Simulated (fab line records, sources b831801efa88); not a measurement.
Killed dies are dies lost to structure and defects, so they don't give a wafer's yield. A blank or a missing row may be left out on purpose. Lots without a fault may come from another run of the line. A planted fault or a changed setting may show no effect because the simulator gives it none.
fab line records | flow sky130
record lots=6 wafers=18 last_day=50
route steps=708 shown PWDE@52 NWELL@56 PAD_OPEN@708
lots that met no fault: from a run of the same line without faults
start_h: hours from the record's first day to the start of the lot's first wafer shown | wait_h: hours since the lot's step before | " the same as in the row above | L1.1+2: a row that stands for several wafers | - no value, or no start given | * or withheld: withheld | < > ~ a bound
route shown NAME@n: a module of which the file shows steps, and the number in the route of the first | usual: mean/standard deviation of fault-free wafers | same: alike in all rows | chamber/n: place in a boat | sites: the reading at each site | _std_site: their standard deviation | _edge_site: outer sites' mean less inner sites' | radius_mm: how far each site lies from the wafer's centre | mask NAME#n: copy n | behind: the tool/chamber that last shaped the wafer | hold: why the lot was held/for how many hours/how that ended | device: the transistor (n, p or np) that didn't switch | end of line: the same wafers' tests at the end of the route | a step without rows: its recipe alone | killed: dies lost to structure and defects at the first sort, not the wafer's yield | map: a wafer's dies, x killed, . not, _ none there
set.NAME: the setting as run; set.NAME@STEP: as run at that earlier step | model.NAME: the simulator's own value behind a step, which no gauge read
lots at some steps of the route; a table a step, a row a wafer
services: from which hour (start_h, from the record's first day; less than 0 if before it) a tool's chamber was out of use, for how many hours, and why
## steps
# step SKY_PWDE_OVL_MEAS_07
# usual PWDE_OVL=0.9/1.3
# columns lot.wafer tool chamber start_h wait_h PWDE_OVL[nm]
L789.1 overlay-01 - 95.18 - 1.2
L789.3 " - " " -0.3
L789.5 " - " " 1.3
L794.2 overlay-02 - 123.83 - 0.2
L794.4 " - " " 1.0
L794.5 " - " " 1.3
L795.2 overlay-01 - 129.64 - -0.9
L795.3 " - " " -2.3
L795.5 " - " " 0.9
L797.3 overlay-01 - 141.29 - 1.6
L797.4 " - " " 1.8
L797.6 " - " " 1.4
L803.2 overlay-01 - 175.14 - -1.7
L803.5 " - " " -1.0
L803.6 " - " " 0.1
L805.1 overlay-02 - 185.27 - 1.4
L805.2 " - " " 3.7
L805.3 " - " " 1.3
# step SKY_PWDE_IMPLANT_08
# recipe species=B energy_kev=150 dose_cm2=3.6e+12 tilt_deg=withheld
# step SKY_PWDE_STRIP_09
# recipe chemistry=O2/N2 power_w=1400 pressure_mtorr=1500 platen_temp_c=withheld o2_flow_sccm=3000 n2_flow_sccm=300 overash_fraction=0.5
# usual chamber_pressure_mTorr=1500.1/1.5 drypump_motor_current_A=6.0/0.47 oes_product_au=0.722/0.0048 strip_time_to_endpoint_s=36.94/0.11
# columns lot.wafer tool chamber start_h wait_h chamber_pressure_mTorr drypump_motor_current_A oes_product_au rf_hours_counter_h strip_time_to_endpoint_s
L789.1 plasma_asher-04 0 95.37 0.1 1500.8 6.5 0.715 26 36.99
L789.3 " 1 " " 1498.9 5.8 0.726 - 37.04
L789.5 " 1 " " 1499.4 5.8 0.723 - 37.12
L794.2 plasma_asher-03 0 124.01 0.1 1498.8 5.7 0.717 43 37.01
L794.4 " 0 " " 1502.2 5.8 0.728 - 37.06
L794.5 " 0 " " 1501.2 5.7 0.728 - 36.95
L795.2 plasma_asher-03 0 129.82 0.1 1500.0 5.8 0.725 44 37.02
L795.3 " 1 " " 1501.1 5.5 0.719 - 36.91
L795.5 " 1 " " 1500.6 5.5 0.722 - 37.07
L797.3 plasma_asher-02 0 141.50 0.1 1499.7 6.7 0.726 - 36.93
L797.4 " 1 " " 1499.8 5.5 0.722 - 36.92
L797.6 " 0 " " 1499.0 6.8 0.724 - 36.99
L803.2 plasma_asher-02 1 175.32 0.1 1498.5 5.5 0.719 50 37.01
L803.5 " 1 " " 1501.4 5.5 0.718 - 36.95
L803.6 " 0 " " 1496.4 6.7 0.734 - 36.88
L805.1 plasma_asher-03 1 185.46 0.1 1499.7 5.5 0.717 48 36.96
L805.2 " 0 " " 1498.0 5.8 0.720 48 36.98
L805.3 " 0 " " 1498.4 5.7 0.727 - 37.00
# step SKY_PWDE_TW_MEAS_10
# usual PWDE_TW=373.1/1.6
# columns lot.wafer tool chamber start_h wait_h PWDE_TW
L789.1 film_metro-03 - 95.47 0.1 371.8
L789.3 " - " " 372.6
L789.5 " - " " 374.3
L794.2 film_metro-03 - 124.12 0.1 370.8
L794.4 " - " " 370.0
L794.5 " - " " 370.7
L795.2 film_metro-03 - 129.93 0.1 371.2
L795.3 " - " " 371.0
L795.5 " - " " 373.8
L797.3 film_metro-04 - 141.59 0.1 372.2
L797.4 " - " " 374.9
L797.6 " - " " 373.9
L803.2 film_metro-04 - 175.43 0.1 374.3
L803.5 " - " " 373.0
L803.6 " - " " 373.5
L805.1 film_metro-04 - 185.56 0.1 375.7
L805.2 " - " " 372.2
L805.3 " - " " 374.6
# step SKY_NWELL_DEHYDRATE_03
# recipe temp_c=200 time_s=60
# step SKY_NWELL_HMDS_04
# recipe prime_time_s=60 prime_temp_c=120
# step SKY_NWELL_COAT_05
# recipe spin_rpm=2000 resist_thk_nm=3000
# step SKY_NWELL_SOFTBAKE_06
# recipe temp_c=110 time_s=withheld
# step SKY_NWELL_EXPOSE_07
# recipe mask_id=NWM na=0.6 source_shape=conventional sigma_outer=0.6 polarization=unpolarized target_cd_nm=840 dose_mj=255
# step SKY_NWELL_PEB_08
# recipe temp_c=115 time_s=withheld
# step SKY_NWELL_DEVELOP_09
# recipe wall_angle_deg=90 developer=TMAH develop_time_s=60 dev_temp_c=22.06
# step SKY_NWELL_OVL_MEAS_10
# usual NWELL_00_OVL=0.9/1.3
# columns lot.wafer tool chamber start_h wait_h NWELL_00_OVL[nm]
L789.1 overlay-01 - 113.08 - 0.4
L789.3 " - " " 0.2
L789.5 " - " " 0.2
L794.2 overlay-01 - 143.42 - 0.2
L794.4 " - " " 0.3
L794.5 " - " " 0.5
L795.2 overlay-02 - 148.92 - 1.5
L795.3 " - " " 1.6
L795.5 " - " " 3.2
L797.3 overlay-01 - 160.28 - -1.2
L797.4 " - " " 0.6
L797.6 " - " " 2.3
L803.2 overlay-02 - 196.89 - 0.8
L803.5 " - " " 0.3
L803.6 " - " " 3.0
L805.1 overlay-02 - 206.08 - -0.2
L805.2 " - " " 0.2
L805.3 " - " " 1.1
# step SKY_NWELL_IMPLANT_11
# recipe species=P energy_kev=400 dose_cm2=1.9e+13 tilt_deg=withheld
# usual beam_on_s=10.00/0.22 dose_ions_cm2=1.9002e+13/2e+10 faraday_current_uA=107.2/2.3
# columns lot.wafer tool chamber start_h wait_h beam_on_s dose_ions_cm2 faraday_current_uA
L789.1 implanter-02 0 113.12 0.0 10.28 1.9005e+13 104.2
L789.3 " 0 " " 10.04 1.9031e+13 106.2
L789.5 " 0 " " 10.11 1.9007e+13 106.7
L794.2 implanter-02 0 143.47 0.0 10.28 1.8973e+13 104.3
L794.4 " 0 " " 9.82 1.8966e+13 109.2
L794.5 " 0 " " 10.00 1.9003e+13 107.0
L795.2 implanter-03 0 148.97 0.0 9.90 1.8981e+13 108.0
L795.3 " 0 " " 9.88 1.8996e+13 108.8
L795.5 " 0 " " 9.83 1.896e+13 108.8
L797.3 implanter-01 0 160.35 0.1 9.64 1.9011e+13 110.9
L797.4 " 0 " " 9.68 1.9014e+13 110.0
L797.6 " 0 " " 9.63 1.9031e+13 111.0
L803.2 implanter-02 0 196.94 0.0 57.57 1.4236e+14 139.9
L803.5 " 0 " " 57.77 1.4236e+14 138.6
L803.6 " 0 " " 55.60 1.4235e+14 144.3
L805.1 implanter-02 0 206.12 0.0 55.12 1.4235e+14 146.2
L805.2 " 0 " " 56.24 1.4233e+14 143.1
L805.3 " 0 " " 56.78 1.4232e+14 141.6
# step SKY_NWELL_IMPLANT_12
# recipe species=P energy_kev=120 dose_cm2=1.3e+12 tilt_deg=withheld
# step SKY_NWELL_IMPLANT_13
# recipe species=P energy_kev=50 dose_cm2=7e+11 tilt_deg=withheld
# step SKY_NWELL_STRIP_14
# recipe chemistry=O2/N2 power_w=1400 pressure_mtorr=1500 platen_temp_c=withheld o2_flow_sccm=3000 n2_flow_sccm=300 overash_fraction=0.5
# usual chamber_pressure_mTorr=1499.9/1.3 drypump_motor_current_A=6.0/0.44 oes_product_au=0.723/0.0046 strip_time_to_endpoint_s=36.96/0.098
# columns lot.wafer tool chamber start_h wait_h chamber_pressure_mTorr drypump_motor_current_A oes_product_au rf_hours_counter_h strip_time_to_endpoint_s
L789.1 plasma_asher-04 0 113.57 0.1 1499.5 6.6 0.729 28 36.88
L789.3 " 0 " " 1499.2 6.5 0.724 - 36.96
L789.5 " 1 " " 1503.3 5.8 0.725 - 36.88
L794.2 plasma_asher-04 0 143.90 0.1 1500.6 6.5 0.727 31 36.96
L794.4 " 0 " " 1499.2 6.6 0.727 - 36.86
L794.5 " 1 " " 1499.7 5.8 0.724 - 36.92
L795.2 plasma_asher-04 0 149.40 0.1 1497.4 6.5 0.721 31 36.97
L795.3 " 1 " " 1500.2 5.8 0.714 - 36.98
L795.5 " 1 " " 1499.9 5.8 0.719 - 37.00
L797.3 plasma_asher-01 1 160.78 0.1 1500.7 6.4 0.717 - 36.91
L797.4 " 0 " " 1500.0 5.4 0.725 - 36.93
L797.6 " 0 " " 1500.5 5.4 0.719 - 36.94
L803.2 plasma_asher-04 0 197.37 0.1 1498.4 6.6 0.721 37 37.05
L803.5 " 1 " " 1499.6 5.8 0.720 - 37.08
L803.6 " 0 " " 1500.7 6.6 0.722 - 36.97
L805.1 plasma_asher-03 0 206.57 0.1 1500.8 5.8 0.724 51 37.03
L805.2 " 1 " " 1501.5 5.5 0.732 51 37.00
L805.3 " 0 " " 1499.5 5.8 0.719 - 36.97
# step SKY_NWELL_TW_MEAS_15
# usual NWELL_TW=1817/10
# columns lot.wafer tool chamber start_h wait_h NWELL_TW
L789.1 film_metro-04 - 113.67 0.1 1837
L789.3 " - " " 1834
L789.5 " - " " 1840
L794.2 film_metro-03 - 144.01 0.1 1807
L794.4 " - " " 1805
L794.5 " - " " 1800
L795.2 film_metro-03 - 149.51 0.1 1810
L795.3 " - " " 1808
L795.5 " - " " 1808
L797.3 film_metro-03 - 160.87 0.1 1803
L797.4 " - " " 1814
L797.6 " - " " 1811
L803.2 film_metro-02 - 197.48 0.1 3365
L803.5 " - " " 3388
L803.6 " - " " 3371
L805.1 film_metro-02 - 206.67 0.1 3388
L805.2 " - " " 3388
L805.3 " - " " 3388
# step SKY_NWELL_DEHYDRATE_16
# recipe temp_c=200 time_s=60
# step SKY_NWELL_HMDS_17
# recipe prime_time_s=60 prime_temp_c=120
# step SKY_NWELL_COAT_18
# recipe spin_rpm=2000 resist_thk_nm=3000
# step SKY_NWELL_SOFTBAKE_19
# recipe temp_c=110 time_s=withheld
# step SKY_NWELL_EXPOSE_20
# recipe mask_id=NWM_COMPLEMENT na=0.6 source_shape=conventional sigma_outer=0.6 polarization=unpolarized target_cd_nm=840 dose_mj=260
# step SKY_NWELL_PEB_21
# recipe temp_c=115 time_s=withheld
# step SKY_NWELL_DEVELOP_22
# recipe wall_angle_deg=90 developer=TMAH develop_time_s=60 dev_temp_c=23
# step SKY_NWELL_OVL_MEAS_23
# usual NWELL_01_OVL=-0.4/1.4
# columns lot.wafer tool chamber start_h wait_h NWELL_01_OVL[nm]
L789.1 overlay-02 - 131.92 - 1.4
L789.3 " - " " 1.0
L789.5 " - " " 2.8
L794.2 overlay-01 - 164.07 - -0.6
L794.4 " - " " -1.5
L794.5 " - " " -1.2
L795.2 overlay-02 - 168.22 - 0.0
L795.3 " - " " 0.3
L795.5 " - " " -0.1
L797.3 overlay-02 - 181.89 - -1.2
L797.4 " - " " 0.7
L797.6 " - " " -0.3
L803.2 overlay-01 - 218.52 - -0.1
L803.5 " - " " -1.4
L803.6 " - " " 1.6
L805.1 overlay-02 - 228.53 - -2.2
L805.2 " - " " -0.1
L805.3 " - " " -1.3
# step SKY_NWELL_IMPLANT_24
# recipe species=B energy_kev=140 dose_cm2=9.2e+12 tilt_deg=withheld
# step SKY_NWELL_STRIP_25
# recipe chemistry=O2/N2 power_w=1400 pressure_mtorr=1500 platen_temp_c=withheld o2_flow_sccm=3000 n2_flow_sccm=300 overash_fraction=0.5
# usual chamber_pressure_mTorr=1500.1/1.3 drypump_motor_current_A=5.8/0.39 oes_product_au=0.722/0.0046 strip_time_to_endpoint_s=36.95/0.088
# columns lot.wafer tool chamber start_h wait_h chamber_pressure_mTorr drypump_motor_current_A oes_product_au rf_hours_counter_h strip_time_to_endpoint_s
L789.1 plasma_asher-03 0 132.11 0.1 1499.6 5.8 0.719 44 36.91
L789.3 " 1 " " 1501.9 5.6 0.727 - 36.97
L789.5 " 1 " " 1498.0 5.6 0.715 - 36.96
L794.2 plasma_asher-04 1 164.25 0.1 1501.5 5.8 0.724 33 37.08
L794.4 " 0 " " 1501.7 6.6 0.727 - 37.09
L794.5 " 1 " " 1498.2 5.8 0.718 - 37.04
L795.2 plasma_asher-01 1 168.40 0.1 1499.8 6.4 0.719 5 36.90
L795.3 " 1 " " 1501.7 6.4 0.723 - 36.85
L795.5 " 1 " " 1498.9 6.4 0.726 - 36.92
L797.3 plasma_asher-03 0 182.10 0.1 1500.1 5.8 0.724 - 37.03
L797.4 " 1 " " 1499.7 5.6 0.721 - 37.04
L797.6 " 0 " " 1498.8 5.7 0.722 - 37.00
L803.2 plasma_asher-03 1 218.70 0.1 1499.1 5.6 0.721 52 36.94
L803.5 " 1 " " 1501.0 5.6 0.724 - 36.97
L803.6 " 0 " " 1497.9 5.8 0.722 - 36.95
L805.1 plasma_asher-03 1 228.72 0.1 1500.0 5.5 0.719 53 36.83
L805.2 " 0 " " 1499.1 5.8 0.723 53 36.91
L805.3 " 1 " " 1498.7 5.6 0.722 - 36.82
# step SKY_NWELL_TW_MEAS_26
# usual NWELL_2_TW=495.5/2.1
# columns lot.wafer tool chamber start_h wait_h NWELL_2_TW
L789.1 film_metro-02 - 132.21 0.1 496.8
L789.3 " - " " 495.3
L789.5 " - " " 497.3
L794.2 film_metro-04 - 164.36 0.1 497.7
L794.4 " - " " 500.0
L794.5 " - " " 498.7
L795.2 film_metro-04 - 168.51 0.1 493.2
L795.3 " - " " 495.5
L795.5 " - " " 495.3
L797.3 film_metro-02 - 182.19 0.1 494.2
L797.4 " - " " 496.4
L797.6 " - " " 496.4
L803.2 film_metro-04 - 218.81 0.1 497.4
L803.5 " - " " 495.6
L803.6 " - " " 497.6
L805.1 film_metro-04 - 228.82 0.1 495.3
L805.2 " - " " 494.5
L805.3 " - " " 496.5
# step SKY_NWELL_CLEAN_27
# recipe chemistry=SC1/SC2 mix=1:4:20 temp_c=70 time_s=150 dry=n2_spin
# step SKY_NWELL_RTA_28
# recipe temp_c=1050 time_s=30 idle_temp_c=650 ramp_up_c_per_s=150 ramp_down_c_per_s=90 ambient=N2
# usual anneal_temp_c_max=1054.4/1 lamp_power_pct=25.30/0.06 wafer_temp_C_max=1054.9/0.95
# columns lot.wafer tool chamber start_h wait_h anneal_temp_c_max lamp_power_pct wafer_temp_C_max
L789.1 rtp_anneal-02 0 132.32 0.0 1052.9 25.16 1055.2
L789.3 " 0 " " 1053.5 25.25 1055.4
L789.5 " 0 " " 1054.5 25.32 1053.5
L794.2 rtp_anneal-02 0 164.48 0.0 1053.7 25.31 1054.5
L794.4 " 0 " " 1054.0 25.34 1054.0
L794.5 " 0 " " 1053.7 25.32 1054.5
L795.2 rtp_anneal-01 0 168.63 0.0 1055.1 25.34 1054.6
L795.3 " 0 " " 1053.6 25.37 1052.9
L795.5 " 0 " " 1053.0 25.23 1056.8
L797.3 rtp_anneal-01 0 182.31 0.0 1054.8 25.30 1057.3
L797.4 " 0 " " 1054.1 25.33 1054.5
L797.6 " 0 " " 1054.4 25.30 1054.5
L803.2 rtp_anneal-01 0 218.93 0.0 1054.8 25.45 1055.1
L803.5 " 0 " " 1057.3 25.31 1054.0
L803.6 " 0 " " 1056.8 25.39 1055.0
L805.1 rtp_anneal-02 0 228.93 0.0 1053.8 25.36 1055.5
L805.2 " 0 " " 1053.5 25.36 1056.2
L805.3 " 0 " " 1054.7 25.29 1054.7
# step SKY_NWELL_RS_MEAS_29
# recipe thk_meas_gauge=four-point-probe
# usual NWELL_RS=624.4/2
# columns lot.wafer tool chamber start_h wait_h NWELL_RS[ohm/sq]
L789.1 film_metro-04 - 132.42 0.1 622.6
L789.3 " - " " 622.5
L789.5 " - " " 623.2
L794.2 film_metro-02 - 164.58 0.1 624.6
L794.4 " - " " 624.4
L794.5 " - " " 627.0
L795.2 film_metro-04 - 168.73 0.1 623.1
L795.3 " - " " 623.4
L795.5 " - " " 622.1
L797.3 film_metro-03 - 182.42 0.1 623.9
L797.4 " - " " 624.4
L797.6 " - " " 625.4
L803.2 film_metro-04 - 219.03 0.1 203.1
L803.5 " - " " 203.0
L803.6 " - " " 202.5
L805.1 film_metro-03 - 229.13 0.2 203.5
L805.2 " - " " 203.9
L805.3 " - " " 203.8
# step SKY_PAD_OPEN_PROBE_99
# usual killed_at_M0_to_M3=43/6.8 killed_at_M4_up=3.3/1.8 killed_at_contacts=25/5.9 killed_at_front_end=16/4.2 killed_at_other=0.3/0.69 killed_dies=87/8.6 killed_on_rim=17/3.6 killed_open=48/6.3 killed_short=39/5.3
# same gross_dies=492 killed_at_back_side=0
# columns lot.wafer tool chamber start_h wait_h killed_at_M0_to_M3 killed_at_M4_up killed_at_contacts killed_at_front_end killed_at_other killed_dies killed_on_rim killed_open killed_short model.etest.pfet_16v.r_on_ohm_um model.etest.nfet_16v.r_on_ohm_um model.etest.pfet_g5v0d10v5.r_on_ohm_um model.etest.res_nwell.line_ohm_um model.etest.tip_p_5v.rs_ohm_sq model.etest.res_nwell.rs_ohm_sq model.etest.tip_p.rs_ohm_sq model.etest.pfet_01v8.r_on_ohm_um
L789.1 prober-02 - 1102.05 0.1 38 3 34 15 0 90 14 48 41 1.567e+04 1.397e+04 4726 1212 2867 1020 6951 2872
L789.3 prober-02 - 1102.15 0.2 51 1 26 11 0 89 19 55 34 1.623e+04 1.42e+04 4758 1255 2873 1060 7032 2902
L789.5 prober-02 - 1102.25 0.2 44 2 29 23 0 98 26 60 38 1.558e+04 1.416e+04 4815 1204 2872 1015 7001 2879
L794.2 prober-01 - 1134.94 0.1 43 4 19 11 0 77 18 47 30 1.491e+04 1.398e+04 4712 1102 2839 920.6 6815 2811
L794.4 prober-01 - 1135.04 0.2 45 2 39 9 1 96 14 52 44 1.511e+04 1.405e+04 4773 1099 2837 933.1 6769 2945
L794.5 prober-01 - 1135.09 0.2 50 5 26 16 0 97 21 59 38 1.471e+04 1.398e+04 4768 1079 2858 908.3 6766 2920
L795.2 prober-02 - 1138.81 0.1 46 4 24 15 0 89 19 49 39 1.517e+04 1.388e+04 4771 1197 2891 972 6998 2998
L795.3 prober-02 - 1138.86 0.2 34 4 27 20 0 85 19 46 39 1.544e+04 1.401e+04 4795 1208 2880 1015 6903 2916
L795.5 prober-02 - 1138.96 0.2 60 1 30 18 0 109 25 63 45 1.568e+04 1.402e+04 4733 1235 2868 1021 6950 2910
L797.3 prober-02 - 1154.85 0.2 49 4 31 16 0 100 18 59 41 1.498e+04 1.399e+04 4773 1123 2884 939.8 6778 2869
L797.4 prober-02 - 1154.90 0.2 47 3 31 17 1 99 16 53 46 1.505e+04 1.409e+04 4789 1136 2872 948.6 6781 2922
L797.6 prober-02 - 1155.00 0.2 56 4 32 13 0 105 17 62 43 1.526e+04 1.41e+04 4841 1132 2878 956 6756 2904
L803.2 prober-02 - 1188.99 0.1 41 2 19 17 0 79 13 46 33 - - - - - - - -
L803.5 prober-02 - 1189.14 0.2 42 6 22 14 0 84 16 48 35 - - - - - - - -
L803.6 prober-02 - 1189.19 0.2 52 6 19 10 0 87 17 49 38 - - - - - - - -
L805.1 prober-01 - 1191.94 0.1 52 2 26 11 0 91 18 53 38 5.95e+04 9170 5651 313.7 3677 286.7 7463 3238
L805.2 prober-01 - 1191.99 0.1 48 4 12 20 0 84 18 42 42 5.151e+04 9335 5644 325.4 3691 299.9 7558 3096
L805.3 prober-01 - 1192.04 0.2 51 4 20 19 0 94 17 52 42 5.8e+04 9237 5748 308.7 3706 285.6 7550 3295
# killed by level:class
L789.1 CONTACT:geometric_particle:open=11 VIA3:geometric_particle:open=10 LI_CONTACT:geometric_particle:open=9 CONTACT:geometric_particle:short=6 FIELD_ISO:geometric_particle:short=5 VIA3:geometric_particle:short=5 POLY_GATE:geometric_particle:open=4 LOCAL_INTERCONNECT:geometric_particle:short=4
L789.3 VIA1:geometric_particle:open=16 VIA2:geometric_particle:open=10 CONTACT:geometric_particle:open=8 VIA3:geometric_particle:open=5 LI_CONTACT:geometric_particle:short=5 LI_CONTACT:geometric_particle:open=4 LOCAL_INTERCONNECT:geometric_particle:short=4 CONTACT:geometric_particle:short=4
L789.5 VIA1:geometric_particle:open=12 CONTACT:geometric_particle:open=12 VIA2:geometric_particle:open=7 LI_CONTACT:geometric_particle:open=6 VIA3:geometric_particle:open=6 METAL2:geometric_particle:short=6 FIELD_ISO:geometric_particle:short=5 FIELD_ISO:geometric_particle:open=5
L794.2 VIA1:geometric_particle:open=11 LI_CONTACT:geometric_particle:open=8 VIA2:geometric_particle:open=8 VIA3:geometric_particle:open=6 LOCAL_INTERCONNECT:geometric_particle:short=5 CONTACT:geometric_particle:open=5 VIA1:geometric_particle:short=5 METAL2:geometric_particle:short=5
L794.4 VIA1:geometric_particle:open=11 CONTACT:geometric_particle:short=10 CONTACT:geometric_particle:open=10 VIA3:geometric_particle:open=10 VIA2:geometric_particle:open=7 LI_CONTACT:geometric_particle:open=6 LOCAL_INTERCONNECT:geometric_particle:short=6 METAL1:geometric_particle:short=6
L794.5 VIA1:geometric_particle:open=14 LI_CONTACT:geometric_particle:open=9 CONTACT:geometric_particle:open=8 VIA2:geometric_particle:open=8 CONTACT:geometric_particle:short=6 METAL2:geometric_particle:short=6 METAL1:geometric_particle:short=5 METAL2:geometric_particle:open=5
L795.2 CONTACT:geometric_particle:open=10 VIA1:geometric_particle:short=8 VIA2:geometric_particle:open=8 LI_CONTACT:geometric_particle:open=7 FIELD_ISO:geometric_particle:open=6 VIA1:geometric_particle:open=6 VIA3:geometric_particle:open=5 METAL1:geometric_particle:short=5
L795.3 VIA3:geometric_particle:open=8 LI_CONTACT:geometric_particle:open=7 CONTACT:geometric_particle:open=7 VIA1:geometric_particle:open=7 FIELD_ISO:geometric_particle:open=5 POLY_GATE:geometric_particle:open=5 FIELD_ISO:geometric_particle:short=4 POLY_GATE:geometric_particle:short=4
L795.5 VIA1:geometric_particle:open=15 CONTACT:geometric_particle:open=10 VIA3:geometric_particle:open=9 VIA1:geometric_particle:short=9 POLY_GATE:geometric_particle:open=8 LI_CONTACT:geometric_particle:open=8 VIA2:geometric_particle:open=8 CONTACT:geometric_particle:short=7
L797.3 VIA2:geometric_particle:open=13 LI_CONTACT:geometric_particle:open=13 VIA1:geometric_particle:open=11 CONTACT:geometric_particle:short=7 CONTACT:geometric_particle:open=6 VIA1:geometric_particle:short=6 METAL2:geometric_particle:short=5 FIELD_ISO:geometric_particle:short=4
L797.4 CONTACT:geometric_particle:open=14 METAL2:geometric_particle:short=10 VIA1:geometric_particle:open=8 FIELD_ISO:geometric_particle:open=7 VIA2:geometric_particle:open=6 LI_CONTACT:geometric_particle:open=5 METAL1:geometric_particle:short=5 METAL3:geometric_particle:short=5
L797.6 VIA1:geometric_particle:open=12 CONTACT:geometric_particle:open=11 LI_CONTACT:geometric_particle:open=10 VIA1:geometric_particle:short=9 LI_CONTACT:geometric_particle:short=8 METAL1:geometric_particle:short=6 VIA2:geometric_particle:open=6 VIA2:geometric_particle:short=6
L803.2 VIA1:geometric_particle:open=8 CONTACT:geometric_particle:open=8 VIA2:geometric_particle:open=7 FIELD_ISO:geometric_particle:open=6 LI_CONTACT:geometric_particle:open=5 METAL2:geometric_particle:short=5 VIA3:geometric_particle:open=5 VIA3:geometric_particle:short=5
L803.5 CONTACT:geometric_particle:open=9 VIA1:geometric_particle:open=9 VIA3:geometric_particle:open=8 LI_CONTACT:geometric_particle:open=6 FIELD_ISO:geometric_particle:open=5 POLY_GATE:geometric_particle:short=5 METAL4:geometric_particle:short=5 METAL2:geometric_particle:short=4
L803.6 VIA1:geometric_particle:open=13 LI_CONTACT:geometric_particle:open=10 VIA3:geometric_particle:open=8 VIA3:geometric_particle:short=7 METAL2:geometric_particle:short=5 VIA2:geometric_particle:open=5 METAL1:geometric_particle:short=4 VIA1:geometric_particle:short=4
L805.1 VIA2:geometric_particle:open=15 CONTACT:geometric_particle:open=8 LI_CONTACT:geometric_particle:open=7 METAL1:geometric_particle:short=7 VIA1:geometric_particle:open=6 VIA1:geometric_particle:short=6 FIELD_ISO:geometric_particle:open=5 METAL2:geometric_particle:short=5
L805.2 VIA1:geometric_particle:open=13 POLY_GATE:geometric_particle:short=6 VIA1:geometric_particle:short=6 VIA3:geometric_particle:open=6 METAL1:geometric_particle:short=5 POLY_GATE:geometric_particle:open=5 CONTACT:geometric_particle:open=5 METAL2:geometric_particle:short=5
L805.3 VIA1:geometric_particle:open=16 FIELD_ISO:geometric_particle:open=10 CONTACT:geometric_particle:open=8 VIA1:geometric_particle:short=7 METAL3:geometric_particle:short=6 VIA3:geometric_particle:open=6 FIELD_ISO:geometric_particle:short=5 VIA2:geometric_particle:short=5
## services
# columns tool chamber start_h hours kind
plasma_asher-03 - 76.91 2.8 pm
implanter-03 - 97.94 1.0 repair
plasma_asher-01 - 108.75 9.0 pm
plasma_asher-01 0 108.75 9.0 vent_cycle
plasma_asher-01 1 108.75 9.0 vent_cycle
implanter-03 - 114.21 3.4 repair
plasma_asher-01 0 117.75 - clean
plasma_asher-01 1 117.75 - clean
implanter-01 - 121.65 3.4 repair
implanter-01 - 131.08 20.7 repair
implanter-03 - 140.38 3.2 repair
plasma_asher-01 - 141.60 0.9 repair
implanter-01 - 154.64 5.5 pm
plasma_asher-03 - 161.09 15.6 pm
implanter-03 - 173.75 3.5 pm
plasma_asher-02 - 178.47 14.5 pm
rtp_anneal-01 - 184.12 1.7 repair
## key
first_sign step=SKY_NWELL_IMPLANT_11 reading=dose_ions_cm2 direction=up sigmas=99+ usual=* struck=*
effect step=SKY_NWELL_IMPLANT_11 reading=beam_on_s direction=up sigmas=99+ usual=10.00 struck=56.51
effect step=SKY_NWELL_TW_MEAS_15 reading=NWELL_TW direction=up sigmas=99+ usual=1817 struck=3381
effect step=SKY_NWELL_RS_MEAS_29 reading=NWELL_RS direction=down sigmas=99+ usual=624.4 struck=203.3
model_effect step=SKY_PAD_OPEN_PROBE_99 value=etest.pfet_16v.r_on_ohm_um without=1.54e+04 struck=5.633e+04
met_at SKY_NWELL_IMPLANT_11
struck_wafers L803.2,L803.5,L803.6,L805.1,L805.2,L805.3
tester_left_out L803,L805
onset_between 143.47 196.94
fault kind=process_parameter_drift tool=implanter-02 chamber=- onset_h=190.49 steps=SKY_NWELL_IMPLANT_11 channel=dose_cm2 offset=* shape=step end_h=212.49 acts_in=* stated=*
# tester_left_out: of these lots the tester's yield and bins aren't shown, on N5 and GAA mostly nor the transistor test; their killed dies are dies lost to structure and defects alone, not to doping, threshold or leakage, so they don't give the yield
